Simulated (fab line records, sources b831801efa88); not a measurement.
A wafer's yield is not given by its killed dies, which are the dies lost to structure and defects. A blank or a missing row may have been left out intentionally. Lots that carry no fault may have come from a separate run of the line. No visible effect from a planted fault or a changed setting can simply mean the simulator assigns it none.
The tool behind it: which one?    flow gf180mcu    14 lots, 42 wafers sampled, at 5 steps of a route of 602

== WHAT EACH GAUGE READ, for each wafer ==
GF_HV_LDD_RS_MEAS_53: a four-point-probe measurement.
lot   measured      on            HV_LDD_RS (ohm/sq)
L779  day 12 13:15  filmMetro-03  418.7 418.7 420.1
L780  day 12 17:24  filmMetro-04  417.9 417.0 417.1
L784  day 14 03:45  filmMetro-04  419.0 419.1 418.8
L788  day 15 05:29  filmMetro-02  419.7 418.3 419.2
L790  day 16 07:46  filmMetro-02  416.8 418.0 417.4
L791  day 16 16:15  filmMetro-03  418.6 420.0 419.1
L793  day 17 00:21  filmMetro-03  418.3 418.0 418.4
L792  day 17 02:54  filmMetro-04  418.1 416.9 417.1
L794  day 17 15:49  filmMetro-03  417.9 417.2 417.1
L795  day 17 16:07  filmMetro-03  416.8 418.4 418.0
L797  day 18 11:19  filmMetro-02  417.2 418.1 417.3
L798  day 18 21:26  filmMetro-02  417.4 417.3 417.5
L800  day 19 12:05  filmMetro-03  417.3 418.6 419.1
L801  day 19 17:52  filmMetro-04  418.2 418.8 416.8

GF_NSD_OVL_MEAS_08.
lot   measured      on          NSD_OVL (nm)
L779  day 13 11:32  overlay-01  1.0 0.4 1.3
L780  day 13 15:50  overlay-02  -0.3 -1.7 -0.7
L784  day 15 03:08  overlay-02  -1.8 -0.9 -1.3
L788  day 16 05:29  overlay-01  -0.2 -1.8 1.0
L790  day 17 09:50  overlay-01  0.2 2.9 0.6
L791  day 17 19:49  overlay-01  2.2 0.0 0.6
L793  day 18 01:58  overlay-02  -1.3 0.4 0.8
L792  day 18 05:02  overlay-01  0.6 1.0 -0.2
L794  day 18 17:25  overlay-01  -1.6 -1.0 -3.5
L795  day 18 18:35  overlay-02  1.9 1.0 1.4
L797  day 19 15:32  overlay-02  1.4 -0.8 0.9
L798  day 20 00:13  overlay-01  0.7 0.0 0.8
L800  day 20 15:25  overlay-02  -0.6 0.4 1.1
L801  day 20 21:16  overlay-01  1.8 1.3 3.3

GF_SAB_THK_MEAS_01.
lot   measured      on            SAB_CVD_00_THK (nm)
L779  day 14 09:13  filmMetro-04  48.9 48.7 50.3
L780  day 14 13:35  filmMetro-02  49.1 50.4 50.2
L784  day 16 01:10  filmMetro-02  99.6 98.9 99.9 99.6 98.9 99.9
L788  day 17 05:16  filmMetro-02  98.4 100.5 100.4 98.4 100.5 100.5
L790  day 18 10:35  filmMetro-01  49.6 50.1 50.5
L791  day 18 20:32  filmMetro-02  49.5 50.1 50.3
L793  day 19 02:53  filmMetro-04  50.3 50.4 50.9
L792  day 19 05:58  filmMetro-01  49.1 49.6 50.3
L794  day 19 19:07  filmMetro-01  49.4 50.6 50.5
L795  day 19 19:46  filmMetro-04  49.7 50.6 50.9
L797  day 20 17:04  filmMetro-04  50.5 51.3 50.7
L798  day 21 01:13  filmMetro-04  49.5 48.6 49.6
L800  day 21 16:13  filmMetro-02  49.9 50.9 51.0
L801  day 21 22:16  filmMetro-04  48.9 49.7 49.5

GF_CONTACT_THK_MEAS_03.
lot   measured      on            CONTACT_CVD_02_THK (nm)
L779  day 15 07:59  filmMetro-03  863 865 867
L780  day 15 11:01  filmMetro-04  844 855 870
L790  day 19 11:35  filmMetro-04  856 861 858
L791  day 19 21:52  filmMetro-04  843 879 861
L793  day 20 04:08  filmMetro-02  856 851 887
L792  day 20 07:40  filmMetro-04  845 857 876
L794  day 20 20:26  filmMetro-04  860 880 873
L795  day 20 20:59  filmMetro-02  852 873 866
L797  day 21 18:32  filmMetro-04  862 865 878
L798  day 22 02:19  filmMetro-02  835 844 844
L800  day 22 16:50  filmMetro-03  838 862 864
L801  day 22 22:29  filmMetro-02  874 858 885

== TOOL THAT RAN EACH LOT (tool first, then ch and the chambers of the sampled wafers, then the start) ==
lot   GF_SAB_CVD_00
L779  pecvd-03 ch 0,1,2, day 14 09:12
L780  pecvd-03 ch 0,1,2, day 14 13:34
L784  pecvd-02 ch 0,1,2, day 16 00:57
L788  pecvd-02 ch 1,2, day 17 05:02
L790  pecvd-02 ch 0,2, day 18 10:33
L791  pecvd-03 ch 0,2, day 18 20:30
L793  pecvd-03 ch 0,1, day 19 02:51
L792  pecvd-04 ch 0,1,2, day 19 05:56
L794  pecvd-02 ch 0,1, day 19 19:05
L795  pecvd-03 ch 0,1,2, day 19 19:44
L797  pecvd-02 ch 0,1, day 20 17:02
L798  pecvd-02 ch 0,1, day 21 01:12
L800  pecvd-02 ch 0,2, day 21 16:12
L801  pecvd-03 ch 0,1,2, day 21 22:14
- GF_SAB_CVD_00: deposits SiO2 from TEOS, target thk 50 nm, time 4.9302 s.

== WHAT THE TOOLS THEMSELVES READ (means of the sampled wafers that have a number; where no wafer has one, the mark that the record gives instead) ==
GF_SAB_CVD_00.
lot   tool      heaterPowerW (W)
L779  pecvd-03  776
L780  pecvd-03  696
L784  pecvd-02  718
L788  pecvd-02  704
L790  pecvd-02  672
L791  pecvd-03  805
L793  pecvd-03  682
L792  pecvd-04  641
L794  pecvd-02  659
L795  pecvd-03  741
L797  pecvd-02  630
L798  pecvd-02  661
L800  pecvd-02  600
L801  pecvd-03  763

== THE ANSWER, worked out from the rows above alone ==
Rule: the usual values come from the lots themselves. Put in order of their means at a reading, lots are off if they are a third of the lots or fewer, leave a main group of 4 or more, and stand apart from it by a gap of 3 or more times the standard deviation of the main group's means; of several such gaps the widest counts. If all means in a main group match to the digits the tables above print for the reading, that group is not used. A lot without any number at a reading at which 4 lots or more have one is off too. The other lots that the step has rows for count as sound. The gauges are gone through in route order, then the tools' own readings, and for those a lot's mean is taken as printed above. The first step at which some lot is off is used, and at that step the reading that is off furthest; a lot without a number counts as furthest.
Off: L784, L788, at GF_SAB_THK_MEAS_01 (SAB_CVD_00_THK). For the main group the mean is 50.0 nm and the standard deviation 0.51.
If a tool, at a process step before that reading, ran all the lots that are off and no sound lot after the first of them, it fits. Gauges at GF_SAB_THK_MEAS_01: tried the same way as those tools. Of those tried, none fits.

== WHAT HAD BEEN PUT IN BY THE SIMULATOR ==
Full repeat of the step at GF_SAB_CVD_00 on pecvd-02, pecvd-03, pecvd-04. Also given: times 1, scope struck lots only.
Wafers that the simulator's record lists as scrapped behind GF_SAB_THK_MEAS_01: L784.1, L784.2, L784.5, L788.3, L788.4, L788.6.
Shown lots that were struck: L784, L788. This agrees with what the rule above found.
